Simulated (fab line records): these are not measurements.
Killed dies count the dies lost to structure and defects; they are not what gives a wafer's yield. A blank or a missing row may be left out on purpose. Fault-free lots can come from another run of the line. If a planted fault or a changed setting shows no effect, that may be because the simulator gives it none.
2 desks, one fault ; flow sky130 ; what lay behind the numbers comes last; until then each desk has only its own

AT THE TOOL OWNER'S DESK: implanter-02
The tool's own readings at SKY_NWELL_IMPLANT_13, given as means over the sampled wafers that have a number, one for each lot that went through this tool. Marked OUT: a lot whose mean sits more than 4 standard deviations from the usual mean, which makes it out of limits; the brackets give that distance.
Columns: A = beamEnergyKeV at SKY_NWELL_IMPLANT_13, usual 49.998; B = doseIonsCm2 at SKY_NWELL_IMPLANT_13, usual 6.998e+11; C = faradayCurrentUA at SKY_NWELL_IMPLANT_13, usual 3.95
lot;first seen here;A;B;C
L672;day 5 09:38;49.980;7.000e+11;3.98
L674;day 6 13:53;50.000;6.983e+11;3.93
L678;day 6 22:03;49.995;7.003e+11;3.97
L681;day 7 07:01;49.999;9.990e+11 (+99 or more) OUT;5.55 (+19) OUT
L682;day 7 20:50;50.008;9.999e+11 (+99 or more) OUT;5.69 (+21) OUT
This desk finds L681, L682 out of limits, L681 being first, at day 7 07:01 (doseIonsCm2 at SKY_NWELL_IMPLANT_13). In limits: L672, L674, L678.

METROLOGY DESK
Lot by lot, what the gauges showed, no matter which tool ran the lot: averages of those sampled wafers that carry a number. Marked OUT: a lot whose mean sits more than 4 standard deviations from the usual mean, which makes it out of limits; the brackets give that distance.
Columns: A = cdNm at SKY_FIELD_ISO_CD_MEAS_13, usual 150.1 nm; B = FIELD_ISO_OXIDATION_01_THK at SKY_FIELD_ISO_THK_MEAS_23, usual 10.11 nm; C = FIELD_ISO_CVD_24_THK at SKY_FIELD_ISO_THK_MEAS_25, usual 596 nm; D = NWELL_RS at SKY_NWELL_RS_MEAS_29, usual 624.6 ohm/sq
lot;first seen here;A;B;C;D
L670;day 2 04:53;153.0;9.81;603;623.3
L671;day 2 11:58;148.1;9.89;602;622.9
L672;day 2 17:16;155.4;10.00;594;625.8
L674;day 3 06:30;150.6;10.06;586;626.3
L675;day 3 09:18;148.8;9.99;599;625.9
L676;day 3 18:25;149.7;10.11;603;623.4
L678;day 3 23:46;149.5;10.08;593;623.8
L681;day 4 16:01;150.5;10.21;595;614.8 (-6.1) OUT
L682;day 5 03:31;149.8;10.47;598;616.9 (-4.8) OUT
L689;day 6 08:38;151.0;9.98;591;626.2
L690;day 6 15:17;153.6;9.80;586;624.1
L692;day 7 00:20;149.7;10.27;599;625.6
L693;day 7 08:51;148.3;10.28;603;624.4
This desk's result: L681, L682 out of limits, first on L681 (NWELL_RS at SKY_NWELL_RS_MEAS_29), day 8 03:48. In limits: L670, L671, L672, L674, L675, L676, L678, L689, L690, L692, L693.

ALL TOGETHER
The tool owner's desk had the chance to raise an alarm at day 7 07:01 on L681, L682.
Metrology desk: alarm possible at day 8 03:48 on L681, L682.
The lots listed all ran SKY_NWELL_IMPLANT_13 on implanter-02.

WHAT HAD BEEN PUT IN BY THE SIMULATOR
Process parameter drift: implanter-02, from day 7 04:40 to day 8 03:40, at SKY_NWELL_IMPLANT_13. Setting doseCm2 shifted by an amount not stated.
Shown lots that were struck: L681, L682.
Fault start to first reading out of limits, in hours, per desk: tool owner, 2; metrology, 23.
